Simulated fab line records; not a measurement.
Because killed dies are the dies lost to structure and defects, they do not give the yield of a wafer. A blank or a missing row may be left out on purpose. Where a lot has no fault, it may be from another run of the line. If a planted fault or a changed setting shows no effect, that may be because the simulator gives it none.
fab line records	flow sky130
record lots=12	wafers=36	last-day=50
route steps=708 shown PASSIVATION@681 PAD_OPEN@701
lots that met no fault: from a run of the same line without faults
start-h: the number of hours between the record's first day and the start of the first shown wafer of the lot	wait-h: hours from the lot's prior step to this one	" identical to the entry in the row above	L1.1+2: a single row standing in for several wafers	- no value, or no start given	* or withheld: withheld	< > ~ a bound
route shown NAME@n: NAME is a module with steps in the file, n the number in the route of the first one	usual: mean/standard deviation of fault-free wafers	same: alike in all rows	chamber/n: place in a boat	sites: the reading at each site	_std_site: standard deviation of those values	_edge_site: the outer-site mean with the inner-site mean subtracted	radius-mm: for every site, how far away it sits from the centre of the wafer	mask NAME#n: copy n	behind: the last tool/chamber to shape the wafer	hold: the reason the lot was held/the length of the hold in hours/how it ended	device: whichever transistor did not switch (one of n, p or np)	end of line: the same wafers' tests at the end of the route	for a step that has no rows: nothing shown but its recipe	killed: dies lost to structure and defects at the first sort, not the wafer's yield	map: a wafer's dies, marking killed ones x, the rest . and places with no die _
set.NAME: the setting the step ran with; set.NAME@STEP: the setting that earlier step ran with	model.NAME: the simulator's own value behind a step, which no gauge read
a sample of lots followed through the steps of the route, with each step as a table and each wafer as a row
services: the hour from which a tool's chamber was out of use, counted from the record's first day as start-h (under 0 if before that day), plus the number of hours and why
## steps
# step SKY_PASSIVATION_CVD_00
# recipe material=SiO2	target-thk-nm=90	temp-c=400	time-s=withheld	rf-w=600
# usual heater-power-w=636/82
lot.wafer	tool	chamber	start-h	wait-h	heater-power-w
L274.2	pecvd-03	2	1026.14	0.0	789
L274.3	"	2	"	"	780
L274.6	"	2	"	"	815
L276.1	pecvd-02	2	1040.05	0.0	680
L276.3	"	1	"	"	489
L276.5	"	2	"	"	706
L280.4	pecvd-02	0	1091.07	0.0	593
L280.5	"	2	"	"	629
L280.6	"	1	"	"	592
L283.1	pecvd-02	2	1092.74	0.0	665
L283.2	"	0	"	"	603
L283.5	"	1	"	"	521
L287.2	pecvd-03	1	1105.76	0.0	547
L287.3	"	0	"	"	645
L287.6	"	0	"	"	640
L286.2	pecvd-03	0	1107.57	0.0	762
L286.3	"	2	"	"	879
L286.6	"	0	"	"	754
L289.2	pecvd-04	2	1122.99	0.0	625
L289.3	"	1	"	"	586
L289.5	"	1	"	"	580
L290.1	pecvd-03	0	1158.56	0.0	699
L290.3	"	2	"	"	797
L290.4	"	1	"	"	476
L294.3	pecvd-04	0	1160.64	0.0	653
L294.4	"	2	"	"	635
L294.6	"	1	"	"	632
L295.2	pecvd-02	0	1160.82	0.0	581
L295.4	"	0	"	"	565
L295.5	"	0	"	"	607
L292.1	pecvd-02	0	1161.42	0.0	582
L292.2	"	2	"	"	663
L292.4	"	0	"	"	579
L296.1	pecvd-04	0	1161.72	0.0	640
L296.3	"	1	"	"	631
L296.4	"	2	"	"	676
# step SKY_PASSIVATION_THK_MEAS_01
# recipe reads=SiO2_of_PASSIVATION_CVD_00
# usual PASSIVATION_CVD_00_THK=90.5/1
lot.wafer	tool	chamber	start-h	wait-h	PASSIVATION_CVD_00_THK[nm]
L274.2	film-metro-02	-	1026.18	-	89.4
L274.3	"	-	"	"	90.7
L274.6	"	-	"	"	91.6
L276.1	film-metro-02	-	1040.07	-	89.2
L276.3	"	-	"	"	89.5
L276.5	"	-	"	"	91.1
L280.4	film-metro-02	-	1091.11	-	55.0
L280.5	"	-	"	"	89.8
L280.6	"	-	"	"	90.4
L283.1	film-metro-02	-	1092.77	-	88.7
L283.2	"	-	"	"	55.5
L283.5	"	-	"	"	89.6
L287.2	film-metro-01	-	1105.79	-	90.3
L287.3	"	-	"	"	90.4
L287.6	"	-	"	"	91.8
L286.2	film-metro-03	-	1107.61	-	90.2
L286.3	"	-	"	"	90.2
L286.6	"	-	"	"	91.2
L289.2	film-metro-03	-	1123.02	-	89.1
L289.3	"	-	"	"	89.7
L289.5	"	-	"	"	91.9
L290.1	film-metro-01	-	1158.58	-	89.0
L290.3	"	-	"	"	90.4
L290.4	"	-	"	"	90.9
L294.3	film-metro-01	-	1160.68	-	89.8
L294.4	"	-	"	"	91.9
L294.6	"	-	"	"	89.5
L295.2	film-metro-02	-	1160.86	-	89.7
L295.4	"	-	"	"	90.5
L295.5	"	-	"	"	91.7
L292.1	film-metro-02	-	1161.45	-	90.0
L292.2	"	-	"	"	89.3
L292.4	"	-	"	"	90.6
L296.1	film-metro-01	-	1161.74	-	91.3
L296.3	"	-	"	"	90.0
L296.4	"	-	"	"	92.4
# step SKY_PASSIVATION_ETCH_11
# recipe chemistry=CF4/O2	target-depth-nm=725	stop-on=AlCu	source-w=800	bias-w=150	pressure-mtorr=150	cf4-flow-sccm=80	O2_flow_sccm=10	time-s=161.1
# usual drypump-motor-current-A=5.4/0.43	oes-product-au=0.978/0.0075	throttle-valve-pct=5.963/0.0098
lot.wafer	tool	chamber	start-h	wait-h	drypump-motor-current-A	oes-product-au	rf-hours-counter-h	throttle-valve-pct
L274.2	rie-diel-04	1	1048.95	-	5.6	0.968	16	5.953
L274.3	"	0	"	"	4.8	0.976	19	5.959
L274.6	"	3	"	"	5.1	0.984	-	5.963
L276.1	rie-diel-04	1	1062.20	-	5.6	0.976	16	5.953
L276.3	"	0	"	"	4.8	0.982	19	5.974
L276.5	"	1	"	"	5.6	0.972	-	5.955
L280.4	rie-diel-04	1	1110.75	-	5.6	0.961	19	5.963
L280.5	"	2	"	"	6.1	0.985	-	5.980
L280.6	"	1	"	"	5.6	0.990	-	5.970
L283.1	rie-diel-03	2	1112.25	-	5.3	0.983	13	5.964
L283.2	"	1	"	"	5.0	0.947	20	5.962
L283.5	"	1	"	"	5.0	0.976	-	5.973
L287.2	rie-diel-02	3	1125.56	-	4.8	0.967	5	5.958
L287.3	"	1	"	"	5.4	0.966	13	5.950
L287.6	"	2	"	"	5.7	0.971	-	5.966
L286.2	rie-diel-04	1	1127.28	-	5.6	0.981	19	5.963
L286.3	"	3	"	"	5.1	0.973	21	5.969
L286.6	"	0	"	"	4.8	0.974	-	5.973
L289.2	rie-diel-03	1	1141.85	-	5.0	0.974	21	5.962
L289.3	"	3	"	"	5.9	0.970	23	5.944
L289.5	"	1	"	"	5.0	0.988	-	5.975
L290.1	rie-diel-02	2	1175.51	-	5.6	0.965	11	5.952
L290.3	"	0	"	"	5.3	0.981	10	5.981
L290.4	"	3	"	"	4.8	0.993	7	5.952
L294.3	rie-diel-02	1	1177.80	-	5.4	0.967	14	5.969
L294.4	"	3	"	"	4.8	0.988	7	5.971
L294.6	"	1	"	"	5.4	0.979	-	5.956
L295.2	rie-diel-03	3	1177.98	-	5.9	0.975	25	5.957
L295.4	"	0	"	"	5.3	0.982	2	5.971
L295.5	"	1	"	"	5.0	0.972	-	5.958
L292.1	rie-diel-02	0	1178.21	-	5.3	0.974	10	5.962
L292.2	"	1	"	"	5.4	0.975	14	5.967
L292.4	"	2	"	"	5.6	0.983	11	5.973
L296.1	rie-diel-04	2	1178.33	-	6.1	0.956	22	5.949
L296.3	"	0	"	"	4.8	0.970	24	5.953
L296.4	"	3	"	"	5.1	0.978	23	5.962
# step SKY_PAD_OPEN_ETCH_07
# recipe chemistry=CF4/O2	target-depth-nm=725	stop-on=AlCu	source-w=800	bias-w=150	pressure-mtorr=150	cf4-flow-sccm=80	O2_flow_sccm=10	time-s=161.1
# usual drypump-motor-current-A=5.5/0.5	oes-product-au=0.977/0.0072	throttle-valve-pct=5.965/0.01
lot.wafer	tool	chamber	start-h	wait-h	drypump-motor-current-A	oes-product-au	rf-hours-counter-h	throttle-valve-pct
L274.2	rie-diel-04	2	1070.05	-	6.1	0.969	18	5.969
L274.3	"	0	"	"	4.8	0.977	20	5.957
L274.6	"	1	"	"	5.6	0.989	-	5.959
L276.1	rie-diel-01	0	1083.11	-	5.3	0.968	9	5.949
L276.3	"	3	"	"	6.6	0.975	13	5.973
L276.5	"	3	"	"	6.6	0.975	-	5.969
L280.4	rie-diel-03	2	1131.45	-	5.3	0.963	14	5.942
L280.5	"	0	"	"	5.2	0.984	-	5.981
L280.6	"	3	"	"	5.9	0.985	-	5.957
L283.1	rie-diel-04	0	1131.60	-	4.8	0.974	22	5.979
L283.2	"	2	"	"	6.1	0.949	21	5.957
L283.5	"	1	"	"	5.6	0.989	-	5.967
L287.2	rie-diel-04	1	1144.25	-	5.6	0.981	20	5.954
L287.3	"	0	"	"	4.8	0.964	23	5.946
L287.6	"	0	"	"	4.8	0.965	-	5.970
L286.2	rie-diel-04	2	1146.51	-	6.2	0.983	22	5.956
L286.3	"	0	"	"	4.8	0.976	23	5.968
L286.6	"	2	"	"	6.1	0.979	-	5.943
L289.2	rie-diel-01	3	1159.15	-	6.6	0.980	16	5.955
L289.3	"	0	"	"	5.3	0.969	12	5.955
L289.5	"	2	"	"	5.8	0.986	-	5.974
L290.1	rie-diel-03	0	1191.95	-	5.3	0.967	3	5.959
L290.3	"	2	"	"	5.3	0.978	16	5.967
L290.4	"	1	"	"	5.0	0.987	23	5.967
L294.3	rie-diel-03	1	1194.50	-	5.0	0.975	23	5.974
L294.4	"	2	"	"	5.3	0.978	16	5.965
L294.6	"	1	"	"	5.1	0.974	-	5.980
L295.2	rie-diel-04	3	1194.61	-	5.1	0.977	24	5.954
L295.4	"	2	"	"	6.1	0.986	23	5.977
L295.5	"	3	"	"	5.1	0.978	-	5.962
L292.1	rie-diel-01	1	1194.85	-	5.6	0.968	11	5.961
L292.2	"	3	"	"	6.6	0.976	17	5.946
L292.4	"	0	"	"	5.3	0.986	14	5.979
L296.1	rie-diel-03	0	1195.20	-	5.2	0.961	3	5.965
L296.3	"	2	"	"	5.3	0.985	16	5.970
L296.4	"	3	"	"	5.9	0.976	25	5.962
# step SKY_PAD_OPEN_PROBE_99
# usual defect-limited-yield=82.5/2	killed_at_M0_to_M3=44/7.1	killed_at_M4_up=3.1/1.8	killed-at-contacts=24/5.3	killed-at-front-end=15/4.5	killed-at-other=0.2/0.42	killed-dies=86/9.6	killed-open=46/6.9	killed-short=40/6.4	sort_bin_3_pad_short=0.8/0.36	sort_bin_5_function=10.3/1.3	sort_bin_6_memory=6.4/1.2	sort-n-pass=406/9.6	sort-yield-pct=82.5/2
# same gross-dies=492	killed-at-back-side=0	sort_bin_4_leakage[%]=0	sort_bin_8_speed[%]=0
lot.wafer	tool	chamber	start-h	wait-h	defect-limited-yield[%]	killed_at_M0_to_M3	killed_at_M4_up	killed-at-contacts	killed-at-front-end	killed-at-other	killed-dies	killed-open	killed-short	sort_bin_3_pad_short[%]	sort_bin_5_function[%]	sort_bin_6_memory[%]	sort-n-pass	sort-yield-pct[%]
L274.2	prober-02	-	1072.47	0.1	83.1	37	1	23	22	0	83	40	43	0.4	11.8	4.7	409	83.1
L274.3	prober-02	-	1072.52	0.2	82.5	52	2	19	13	0	86	53	33	1.0	10.0	6.5	406	82.5
L274.6	prober-02	-	1072.67	0.2	81.7	44	3	29	14	0	90	52	38	1.0	12.0	5.3	402	81.7
L276.1	prober-02	-	1085.43	0.1	81.1	46	5	30	12	0	93	55	38	0.6	11.2	7.1	399	81.1
L276.3	prober-02	-	1085.53	0.2	80.5	51	7	24	14	0	96	52	44	1.0	11.0	7.5	396	80.5
L276.5	prober-02	-	1085.63	0.2	84.3	42	5	19	11	0	77	48	29	0	9.1	6.5	415	84.3
L287.2	prober-02	-	1146.98	0.1	85.2	45	2	18	8	0	73	44	29	0.6	9.1	5.1	419	85.2
L287.3	prober-02	-	1147.03	0.2	79.7	55	3	29	13	0	100	45	55	1.4	12.0	6.9	392	79.7
L287.6	prober-02	-	1147.18	0.2	84.6	42	3	24	6	1	76	41	35	1.0	9.3	5.1	416	84.6
# killed by level:class
L274.2 VIA1:geometric-particle:open=10 LI_CONTACT:geometric-particle:open=8 VIA2:geometric-particle:open=7 POLY_GATE:geometric-particle:short=6 LOCAL_INTERCONNECT:geometric-particle:short=6 FIELD_ISO:geometric-particle:short=5 FIELD_ISO:geometric-particle:open=4 CONTACT:geometric-particle:short=4
L274.3 VIA1:geometric-particle:open=15 VIA3:geometric-particle:open=10 FIELD_ISO:geometric-particle:short=7 LI_CONTACT:geometric-particle:open=7 CONTACT:geometric-particle:open=7 VIA2:geometric-particle:open=7 METAL1:geometric-particle:short=6 VIA1:geometric-particle:short=4
L274.6 VIA1:geometric-particle:open=11 LI_CONTACT:geometric-particle:open=10 CONTACT:geometric-particle:open=7 METAL1:geometric-particle:short=6 VIA3:geometric-particle:open=6 CONTACT:geometric-particle:short=5 VIA1:geometric-particle:short=5 VIA2:geometric-particle:open=5
L276.1 CONTACT:geometric-particle:open=16 VIA1:geometric-particle:open=10 LI_CONTACT:geometric-particle:open=8 METAL1:geometric-particle:short=7 VIA3:geometric-particle:open=6 VIA2:geometric-particle:short=5 METAL2:geometric-particle:short=4 POLY_GATE:geometric-particle:short=3
L276.3 LI_CONTACT:geometric-particle:open=11 VIA1:geometric-particle:open=10 VIA3:geometric-particle:open=8 VIA2:geometric-particle:open=7 LOCAL_INTERCONNECT:geometric-particle:short=6 VIA2:geometric-particle:short=6 METAL1:geometric-particle:short=5 METAL2:geometric-particle:short=5
L276.5 VIA1:geometric-particle:open=13 CONTACT:geometric-particle:open=9 VIA3:geometric-particle:short=7 VIA3:geometric-particle:open=6 LI_CONTACT:geometric-particle:open=6 METAL2:geometric-particle:short=5 VIA2:geometric-particle:open=3 VIA1:geometric-particle:short=3
L287.2 CONTACT:geometric-particle:open=10 VIA1:geometric-particle:open=8 VIA2:geometric-particle:open=8 METAL2:geometric-particle:short=6 VIA3:geometric-particle:open=6 METAL1:geometric-particle:short=5 VIA1:geometric-particle:short=4 FIELD_ISO:geometric-particle:open=3
L287.3 CONTACT:geometric-particle:open=15 METAL1:geometric-particle:short=10 VIA1:geometric-particle:short=8 VIA2:geometric-particle:open=7 VIA2:geometric-particle:short=7 VIA1:geometric-particle:open=6 CONTACT:geometric-particle:short=6 METAL2:geometric-particle:short=6
L287.6 VIA1:geometric-particle:open=12 CONTACT:geometric-particle:open=9 CONTACT:geometric-particle:short=7 VIA1:geometric-particle:short=5 VIA2:geometric-particle:open=5 FIELD_ISO:geometric-particle:open=4 METAL1:geometric-particle:short=4 METAL2:geometric-particle:short=4
## services
tool	chamber	start-h	hours	kind
rie-diel-01	3	1008.91	8.8	repair
rie-diel-03	0	1010.08	10.3	repair
pecvd-04	1	1020.54	2.9	repair
rie-diel-02	1	1023.81	4.2	repair
rie-diel-02	3	1027.61	8.1	repair
rie-diel-02	-	1029.11	28.1	pm
pecvd-03	-	1035.43	2.8	pm
rie-diel-03	1	1053.82	5.6	repair
rie-diel-04	-	1056.82	0.3	repair
pecvd-04	0	1062.22	6.9	repair
rie-diel-02	1	1062.96	17.3	repair
rie-diel-03	-	1066.02	1.9	repair
pecvd-02	-	1076.88	2.8	repair
rie-diel-02	2	1084.66	7.8	repair
rie-diel-02	0	1084.95	1.3	repair
rie-diel-04	2	1103.34	3.6	repair
rie-diel-03	0	1107.25	-	clean
rie-diel-03	0	1107.25	17.0	scheduled-down
pecvd-02	-	1116.13	0.6	repair
rie-diel-04	1	1121.34	2.6	repair
rie-diel-04	1	1128.37	3.1	repair
pecvd-02	-	1144.12	2.8	pm
rie-diel-04	2	1159.09	9.4	repair
pecvd-02	-	1163.70	12.6	repair
## key
first-sign step=SKY_PASSIVATION_THK_MEAS_01	reading=PASSIVATION_CVD_00_THK	direction=down	sigmas=34	usual=90.5	struck=55.3
effect step=SKY_PASSIVATION_ETCH_11	reading=oes-product-au	direction=down	sigmas=3.2	usual=0.978	struck=0.954
effect step=SKY_PAD_OPEN_ETCH_07	reading=oes-product-au	direction=down	sigmas=2.9	usual=0.977	struck=0.956
met-at SKY_PASSIVATION_CVD_00
struck-lots L280,L283
struck-wafers L280.4,L283.2
fault kind=process-parameter-drift	tool=pecvd-02	chamber=0	onset-h=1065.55	steps=SKY_PASSIVATION_CVD_00	channel=target-thk-nm	offset=-34.689	shape=step	end-h=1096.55	acts-in=these-recipes-only	stated=90
